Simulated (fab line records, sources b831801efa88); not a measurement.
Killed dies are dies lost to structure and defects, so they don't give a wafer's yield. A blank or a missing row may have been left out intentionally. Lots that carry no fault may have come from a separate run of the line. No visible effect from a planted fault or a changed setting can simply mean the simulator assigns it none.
One fault through the eyes of 2 desks ; flow gf180mcu ; numbers are kept per desk, each desk with only its own; the story behind them comes last

FOR THE TOOL OWNER'S DESK: rieDiel-03
The tool's own readings at GF_M5_ETCH_09 (etches Si3N4 in CF4/O2, target depth 52 nm, time 11.6 s): means of the sampled wafers that have a number, for each lot that ran on this tool. A lot is out of limits, marked OUT, if its mean lies more than 4 standard deviations from the usual mean; the brackets give that distance.
Columns: A = O2_flow_sccm at GF_M5_ETCH_09, usual 9.998 sccm; B = biasW at GF_M5_ETCH_09, usual 150.0 W; C = cf4FlowSccm at GF_M5_ETCH_09, usual 80.01 sccm; D = drypumpMotorCurrentA at GF_M5_ETCH_09, usual 5.60 A; E = oesProductAu at GF_M5_ETCH_09, usual 0.993 a.u.; F = throttleValvePct at GF_M5_ETCH_09, usual 5.968 %
lot;first seen here;A;B;C;D;E;F
L708;day 27 18:56;10.035;150.1;79.84;5.66;0.983;5.970
L713;day 29 10:44;9.992;149.7;80.01;5.83;0.997;5.969
L716;day 30 13:23;9.997;149.7;79.92;5.66;0.993;5.968
L719;day 31 03:47;9.992;149.4;80.00;5.78;0.998;5.966
This desk's finding: nothing out of limits on any of the 4 lots.

METROLOGY DESK
What the gauges read, lot by lot, whatever tool the lot ran on: means of the sampled wafers that have a number. A lot is out of limits, marked OUT, if its mean lies more than 4 standard deviations from the usual mean; the brackets give that distance.
Columns: A = V5_BOW at GF_V5_BOW_MEAS_05, usual 134 um
lot;first seen here;A
L703;day 26 16:14;146
L704;day 26 16:50;127
L705;day 27 03:39;134
L708;day 27 20:15;134
L710;day 28 15:29;123
L713;day 29 12:02;141
L714;day 29 21:34;134
L716;day 30 14:39;133
L719;day 31 05:02;143
L725;day 32 15:26;134
L726;day 32 20:54;139
This desk's finding: nothing out of limits on any of the 11 lots.

ALL TOGETHER
The desk of the tool owner found nothing out of limits.
At the metrology desk, nothing out of limits was observed.

WHAT THE SIMULATOR PUT IN
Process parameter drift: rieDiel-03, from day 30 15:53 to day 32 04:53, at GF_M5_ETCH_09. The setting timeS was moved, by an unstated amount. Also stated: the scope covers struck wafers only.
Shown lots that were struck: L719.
